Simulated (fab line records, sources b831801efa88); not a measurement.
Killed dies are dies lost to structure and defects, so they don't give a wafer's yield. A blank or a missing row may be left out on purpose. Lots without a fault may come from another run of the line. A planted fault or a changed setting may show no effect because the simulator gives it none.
Which tool did it? | flow sky130 | 13 lots, 39 wafers sampled, at 5 steps of a route of 708

WHAT THE GAUGES READ, wafer by wafer
SKY_VT_ADJUST_NCORE_CD_MEAS_07: target cd 380 nm. Usual: cd_nm 380.3 nm, standard deviation 2.3.
lot  | measured     | on        | cd_nm (nm)        | flag
L500 | day 8 13:35  | cd_sem-01 | 376.8 377.6 378.7 |
L501 | day 9 01:14  | cd_sem-02 | 376.2 375.8 377.3 |
L503 | day 9 20:16  | cd_sem-01 | 383.4 381.4 383.7 |
L502 | day 9 20:45  | cd_sem-01 | 379.8 379.3 377.6 |
L504 | day 10 04:35 | cd_sem-02 | 380.2 380.0 381.8 |
L506 | day 10 10:08 | cd_sem-01 | 385.9 382.6 384.5 |
L509 | day 11 14:11 | cd_sem-01 | 379.9 380.8 380.6 |
L513 | day 12 22:11 | cd_sem-02 | 381.3 380.7 381.2 |
L514 | day 13 04:10 | cd_sem-01 | 381.5 382.1 381.9 |
L515 | day 13 13:56 | cd_sem-02 | 397.6 399.0 396.4 | OFF
L516 | day 13 20:58 | cd_sem-01 | 395.8 396.9 396.3 | OFF
L517 | day 14 05:48 | cd_sem-01 | 393.4 391.4 391.6 | OFF
L520 | day 15 02:35 | cd_sem-02 | 382.3 378.2 380.9 |

SKY_SD_N_RS_MEAS_16: measures by four-point-probe. Usual: SD_N_RS 68.52 ohm/sq, standard deviation 0.1.
lot  | measured     | on            | SD_N_RS (ohm/sq)  | flag
L500 | day 28 04:07 | film_metro-01 | 68.42 68.43 68.26 |
L501 | day 28 15:20 | film_metro-01 | 68.48 68.50 68.43 |
L503 | day 29 13:07 | film_metro-04 | 68.52 68.46 68.54 |
L502 | day 29 16:59 | film_metro-01 | 68.36 68.39 68.15 |
L504 | day 30 02:41 | film_metro-02 | 68.62 68.47 68.61 |
L506 | day 30 12:56 | film_metro-02 | 68.59 68.62 68.56 |
L509 | day 31 19:58 | film_metro-02 | 68.52 68.56 68.65 |
L513 | day 33 01:14 | film_metro-04 | 68.47 68.54 68.38 |
L514 | day 33 10:31 | film_metro-04 | 68.50 68.62 68.49 |
L515 | day 33 16:13 | film_metro-02 | 68.57 68.54 68.60 |
L516 | day 34 00:26 | film_metro-01 | 68.42 68.51 68.51 |
L517 | day 34 05:36 | film_metro-02 | 68.61 68.60 68.53 |
L520 | day 34 23:19 | film_metro-02 | 68.24 68.45 68.51 |

SKY_SD_N_RS_MEAS_17: measures by four-point-probe. Usual: SD_P_RS 147.08 ohm/sq, standard deviation 0.29.
lot  | measured     | on            | SD_P_RS (ohm/sq)     | flag
L500 | day 28 04:14 | film_metro-01 | 146.55 147.34 146.65 |
L501 | day 28 15:28 | film_metro-01 | 147.01 147.12 147.07 |
L503 | day 29 13:14 | film_metro-04 | 146.80 146.91 147.35 |
L502 | day 29 17:06 | film_metro-01 | 146.86 146.81 146.59 |
L504 | day 30 02:48 | film_metro-02 | 147.38 147.11 147.22 |
L506 | day 30 13:03 | film_metro-02 | 147.17 147.62 147.30 |
L509 | day 31 20:05 | film_metro-02 | 147.51 147.31 147.59 |
L513 | day 33 01:21 | film_metro-04 | 146.83 146.96 146.64 |
L514 | day 33 10:38 | film_metro-04 | 147.26 147.59 147.22 |
L515 | day 33 16:20 | film_metro-02 | 146.78 146.91 147.13 |
L516 | day 34 00:34 | film_metro-01 | 147.29 147.09 146.99 |
L517 | day 34 05:43 | film_metro-02 | 146.95 147.15 147.09 |
L520 | day 34 23:26 | film_metro-02 | 147.03 147.37 146.95 |

SKY_LI_CONTACT_BOW_MEAS_03. Usual: LI_CONTACT_BOW 57 um, standard deviation 6.4.
lot  | measured     | on            | LI_CONTACT_BOW (um) | flag
L500 | day 28 04:58 | film_metro-04 | 59 69 68            |
L501 | day 28 16:11 | film_metro-02 | 66 74 51            |
L503 | day 29 13:57 | film_metro-02 | 46 55 55            |
L502 | day 29 17:49 | film_metro-04 | 62 53 39            |
L504 | day 30 03:31 | film_metro-01 | 63 58 57            |
L506 | day 30 13:46 | film_metro-04 | 47 53 48            |
L509 | day 31 20:49 | film_metro-02 | 63 57 60            |
L513 | day 33 02:04 | film_metro-01 | 52 63 62            |
L514 | day 33 11:22 | film_metro-04 | 49 58 65            |
L515 | day 33 17:08 | film_metro-02 | 61 58 70            |
L516 | day 34 01:17 | film_metro-01 | 63 55 61            |
L517 | day 34 06:26 | film_metro-01 | 57 62 64            |
L520 | day 35 00:10 | film_metro-01 | 51 60 61            |

WHICH TOOL RAN EACH LOT (tool, then ch and the chambers of the sampled wafers, then the start)
lot  | SKY_VT_ADJUST_NCORE_EXPOSE_04
L500 | iline_stepper-02 ch 0, day 8 03:32
L501 | iline_stepper-02 ch 0, day 8 14:20
L503 | iline_stepper-02 ch 0, day 9 08:47
L502 | iline_stepper-01 ch 0, day 9 09:02
L504 | iline_stepper-01 ch 0, day 9 17:38
L506 | iline_stepper-01 ch 0, day 9 23:11
L509 | iline_stepper-01 ch 0, day 11 02:31
L513 | iline_stepper-01 ch 0, day 12 09:38
L514 | iline_stepper-01 ch 0, day 12 14:53
L515 | iline_stepper-02 ch 0, day 13 01:22
L516 | iline_stepper-02 ch 0, day 13 08:13
L517 | iline_stepper-02 ch 0, day 13 16:18
L520 | iline_stepper-01 ch 0, day 14 12:46
- SKY_VT_ADJUST_NCORE_EXPOSE_04: exposes mask LVTN COMPLEMENT THIN, target cd 380 nm.

WHAT THE TOOLS THEMSELVES READ (means of the sampled wafers that have a number; where no wafer has one, the mark that the record gives instead)
SKY_VT_ADJUST_NCORE_EXPOSE_04. Usual: exposure_dose_mJ_cm2 139.01, standard deviation 0.13.
lot  | tool             | exposure_dose_mJ_cm2 | flag
L500 | iline_stepper-02 | 139.01               |
L501 | iline_stepper-02 | 138.96               |
L503 | iline_stepper-02 | 139.16               |
L502 | iline_stepper-01 | 139.01               |
L504 | iline_stepper-01 | 139.18               |
L506 | iline_stepper-01 | 139.01               |
L509 | iline_stepper-01 | 139.16               |
L513 | iline_stepper-01 | 138.95               |
L514 | iline_stepper-01 | 138.93               |
L515 | iline_stepper-02 | 146.64               | OFF
L516 | iline_stepper-02 | 146.77               | OFF
L517 | iline_stepper-02 | 145.37               | OFF
L520 | iline_stepper-01 | 138.82               |

THE ANSWER, worked out from the rows above alone
Rule: a lot is off if the mean of its wafers that have a number lies more than 3 standard deviations from the usual mean. A lot without any number at a reading at which 4 lots or more have one is off too. The other lots that the step has rows for count as sound. The gauges are gone through in route order, then the tools' own readings, and for those a lot's mean is taken as printed above. The first step at which some lot is off is used, and at that step the reading that is off furthest; a lot without a number counts as furthest.
Off: L515, L516, L517, at SKY_VT_ADJUST_NCORE_CD_MEAS_07 (cd_nm).
A tool fits if, at a process step before that reading, it ran every lot that is off, and no sound lot after the first of them. The gauges at SKY_VT_ADJUST_NCORE_CD_MEAS_07 aren't tried: what is off there is off at SKY_VT_ADJUST_NCORE_EXPOSE_04 too, on other tools, and a gauge's error can't cause that. One fits: iline_stepper-02 at SKY_VT_ADJUST_NCORE_EXPOSE_04. Its last sound lot is L503 (day 9 08:47), its first lot that is off L515 (day 13 01:22): a fault that began between those two fits.
The tool's own readings at SKY_VT_ADJUST_NCORE_EXPOSE_04 bear it out: on the lots that are off they differ by more than 5 times the standard deviation of the sound lots' means. exposure_dose_mJ_cm2 reads 146.26 there against 139.02 on the sound lots.

WHAT THE SIMULATOR HAD PUT IN
Process parameter drift: iline_stepper-02, from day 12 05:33 on, at SKY_VT_ADJUST_NCORE_EXPOSE_04. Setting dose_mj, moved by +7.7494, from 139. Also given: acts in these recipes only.
Lots struck among those shown: L515, L516, L517. The rule above found the same.
